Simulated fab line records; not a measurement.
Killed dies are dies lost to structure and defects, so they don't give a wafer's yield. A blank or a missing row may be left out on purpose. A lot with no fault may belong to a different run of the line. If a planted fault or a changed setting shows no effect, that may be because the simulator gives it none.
Which of the tools did it? + flow sky130 + 13 lots, 39 wafers sampled, at 5 steps of a route of 708

## WHAT EACH GAUGE READ, for each wafer
SKY_VIA1_CD_MEAS_12: the cd target is 150 nm.
| lot  | measured     | on        | cd-nm (nm)        |
|------|--------------|-----------|-------------------|
| L990 | day 34 07:02 | cd-sem-01 | 150.9 149.8 149.0 |
| L991 | day 34 10:34 | cd-sem-01 | 151.7 151.6 149.6 |
| L993 | day 35 07:02 | cd-sem-01 | 149.0 149.0 149.4 |
| L995 | day 35 21:37 | cd-sem-01 | 146.1 146.9 147.3 |
| L994 | day 36 07:57 | cd-sem-01 | 147.8 148.9 148.2 |
| L996 | day 36 12:40 | cd-sem-02 | 149.4 148.6 148.2 |
| L997 | day 36 18:26 | cd-sem-02 | 148.3 148.0 148.3 |
| L998 | day 37 02:18 | cd-sem-02 | 148.4 148.1 147.9 |
| L999 | day 37 08:53 | cd-sem-02 | 150.0 149.2 150.7 |
| L100 | day 37 13:46 | cd-sem-02 | 150.5 150.4 148.3 |
| L101 | day 37 21:12 | cd-sem-02 | 150.4 148.9 150.2 |
| L106 | day 39 10:22 | cd-sem-02 | 146.4 147.3 147.2 |
| L112 | day 40 22:23 | cd-sem-01 | 147.4 149.6 149.1 |

SKY_VIA1_RS_MEAS_22: the measuring method here is four-point-probe.
| lot  | measured     | on            | VIA1_W_RS (ohm/sq) |
|------|--------------|---------------|--------------------|
| L990 | day 34 08:03 | film-metro-04 | 0.419 0.418 0.426  |
| L991 | day 34 11:41 | film-metro-04 | 0.427 0.426 0.426  |
| L993 | day 35 08:02 | film-metro-04 | 0.423 0.414 0.421  |
| L995 | day 35 22:41 | film-metro-04 | 0.414 0.418 0.426  |
| L994 | day 36 09:09 | film-metro-01 | 0.425 0.421 0.425  |
| L996 | day 36 14:03 | film-metro-02 | 0.419 0.420 0.418  |
| L997 | day 36 19:28 | film-metro-04 | 0.423 0.423 0.421  |
| L998 | day 37 03:44 | film-metro-01 | 0.420 0.427 0.429  |
| L999 | day 37 09:53 | film-metro-02 | 0.422 0.422 0.422  |
| L100 | day 37 14:47 | film-metro-02 | 0.421 0.429 0.421  |
| L101 | day 37 22:11 | film-metro-01 | 0.432 0.434 0.431  |
| L106 | day 39 11:23 | film-metro-04 | 0.421 0.417 0.419  |
| L112 | day 40 23:25 | film-metro-04 | 0.426 0.425 0.417  |

SKY_METAL2_CD_MEAS_15: the cd target is 140 nm.
| lot  | measured     | on        | cd-nm (nm)        |
|------|--------------|-----------|-------------------|
| L990 | day 35 11:17 | cd-sem-01 | 141.8 140.4 140.7 |
| L991 | day 35 15:02 | cd-sem-01 | 141.4 141.1 141.0 |
| L993 | day 36 11:13 | cd-sem-01 | 138.2 139.6 139.4 |
| L995 | day 37 00:43 | cd-sem-02 | 141.4 141.8 141.4 |
| L994 | day 37 11:37 | cd-sem-02 | 140.3 140.4 140.6 |
| L996 | day 37 16:14 | cd-sem-02 | 140.2 141.3 140.3 |
| L997 | day 37 21:23 | cd-sem-01 | 140.7 141.0 139.9 |
| L998 | day 38 05:44 | cd-sem-02 | 138.2 137.8 139.2 |
| L999 | day 38 12:27 | cd-sem-02 | 138.7 136.4 137.9 |
| L100 | day 38 17:05 | cd-sem-02 | 139.6 138.5 138.5 |
| L101 | day 39 00:07 | cd-sem-01 | 141.2 141.6 141.2 |
| L106 | day 40 13:44 | cd-sem-02 | 64.7 85.6 123.6   |
| L112 | day 41 23:59 | cd-sem-02 | 143.4 143.4 143.3 |

## WHAT TOOL EACH LOT RAN ON (gives the tool, then ch and the chambers of the sampled wafers, and finally the start)
| lot  | SKY_METAL2_SPUTTER_04        | SKY_METAL2_EXPOSE_12              |
|------|------------------------------|-----------------------------------|
| L990 | pvd-sputter-01, day 34 08:35 | krf-scanner-02 ch 0, day 34 22:55 |
| L991 | pvd-sputter-01, day 34 12:14 | krf-scanner-01 ch 0, day 35 02:28 |
| L993 | pvd-sputter-03, day 35 08:35 | krf-scanner-02 ch 0, day 35 22:28 |
| L995 | pvd-sputter-01, day 35 23:16 | krf-scanner-01 ch 0, day 36 12:07 |
| L994 | pvd-sputter-01, day 36 09:43 | krf-scanner-01 ch 0, day 36 22:16 |
| L996 | pvd-sputter-03, day 36 14:37 | krf-scanner-02 ch 0, day 37 03:55 |
| L997 | pvd-sputter-03, day 36 20:02 | krf-scanner-01 ch 0, day 37 09:25 |
| L998 | pvd-sputter-01, day 37 04:16 | krf-scanner-02 ch 0, day 37 17:02 |
| L999 | pvd-sputter-04, day 37 10:25 | krf-scanner-02 ch 0, day 37 22:54 |
| L100 | pvd-sputter-03, day 37 15:20 | krf-scanner-02 ch 0, day 38 04:28 |
| L101 | pvd-sputter-01, day 37 22:42 | krf-scanner-02 ch 0, day 38 12:27 |
| L106 | pvd-sputter-01, day 39 13:14 | krf-scanner-02 ch 0, day 40 01:14 |
| L112 | pvd-sputter-03, day 40 23:58 | krf-scanner-01 ch 0, day 41 11:49 |
- SKY_METAL2_SPUTTER_04: material TiN, target thk 70 nm, time 58.3 s.
- SKY_METAL2_EXPOSE_12: exposes mask MM2, target cd 140 nm.

## AS READ BY THE TOOLS THEMSELVES (means over the sampled wafers that have a number; for cases with no such wafer, the mark the record gives instead)
SKY_METAL2_SPUTTER_04.
| lot  | tool           | throttle-valve-pct (%) |
|------|----------------|------------------------|
| L990 | pvd-sputter-01 | 30.0                   |
| L991 | pvd-sputter-01 | 29.0                   |
| L993 | pvd-sputter-03 | 30.2                   |
| L995 | pvd-sputter-01 | 30.0                   |
| L994 | pvd-sputter-01 | 29.2                   |
| L996 | pvd-sputter-03 | 30.5                   |
| L997 | pvd-sputter-03 | 30.2                   |
| L998 | pvd-sputter-01 | 29.3                   |
| L999 | pvd-sputter-04 | 30.6                   |
| L100 | pvd-sputter-03 | 30.3                   |
| L101 | pvd-sputter-01 | 31.0                   |
| L106 | pvd-sputter-01 | 29.6                   |
| L112 | pvd-sputter-03 | 30.1                   |

SKY_METAL2_EXPOSE_12.
| lot  | tool           | exposure-dose-mJ-cm2 | reticle-temp-C (C) |
|------|----------------|----------------------|--------------------|
| L990 | krf-scanner-02 | 27.96                | 22.84              |
| L991 | krf-scanner-01 | 28.03                | 23.14              |
| L993 | krf-scanner-02 | 27.93                | 22.96              |
| L995 | krf-scanner-01 | 27.99                | 22.77              |
| L994 | krf-scanner-01 | 28.00                | 22.88              |
| L996 | krf-scanner-02 | 27.93                | 22.95              |
| L997 | krf-scanner-01 | 27.98                | 23.03              |
| L998 | krf-scanner-02 | 27.98                | 23.07              |
| L999 | krf-scanner-02 | 27.90                | 23.02              |
| L100 | krf-scanner-02 | 27.94                | 22.95              |
| L101 | krf-scanner-02 | 27.95                | 22.88              |
| L106 | krf-scanner-02 | 25.76                | 22.95              |
| L112 | krf-scanner-01 | 27.98                | 23.01              |

## THE ANSWER, worked out from the rows above alone
Rule: the lots themselves supply what counts as usual. The widest of any qualifying gaps counts: lots, ordered by their means at a reading, are off when they make up no more than a third of the lots, leave a main group of 4 or more, and stand apart from it by 3 or more times the standard deviation of that group's means. The tables above print the reading to a certain number of digits; a main group whose means all agree to those digits is not used. A lot without any number at a reading at which 4 lots or more have one is off too. The other lots that the step has rows for count as sound. The gauges are gone through in route order, then the tools' own readings, and for those a lot's mean is taken as printed above. The first step at which some lot is off is used, and at that step the reading that is off furthest; a lot without a number counts as furthest.
Off, at SKY_METAL2_CD_MEAS_15 on cd-nm: L106. The main group has a mean of 140.3 nm with a standard deviation of 1.5.
A tool fits if, at a process step before that reading, it ran every lot that is off, and no sound lot after the first of them. The gauges at SKY_METAL2_CD_MEAS_15 aren't tried: what is off there is off at SKY_METAL2_EXPOSE_12 too, on other tools, and a gauge's error can't cause that. Can't be told from this: 2 tools fit, pvd-sputter-01 at SKY_METAL2_SPUTTER_04, krf-scanner-02 at SKY_METAL2_EXPOSE_12.

## WHAT THE SIMULATOR HAD PUT IN
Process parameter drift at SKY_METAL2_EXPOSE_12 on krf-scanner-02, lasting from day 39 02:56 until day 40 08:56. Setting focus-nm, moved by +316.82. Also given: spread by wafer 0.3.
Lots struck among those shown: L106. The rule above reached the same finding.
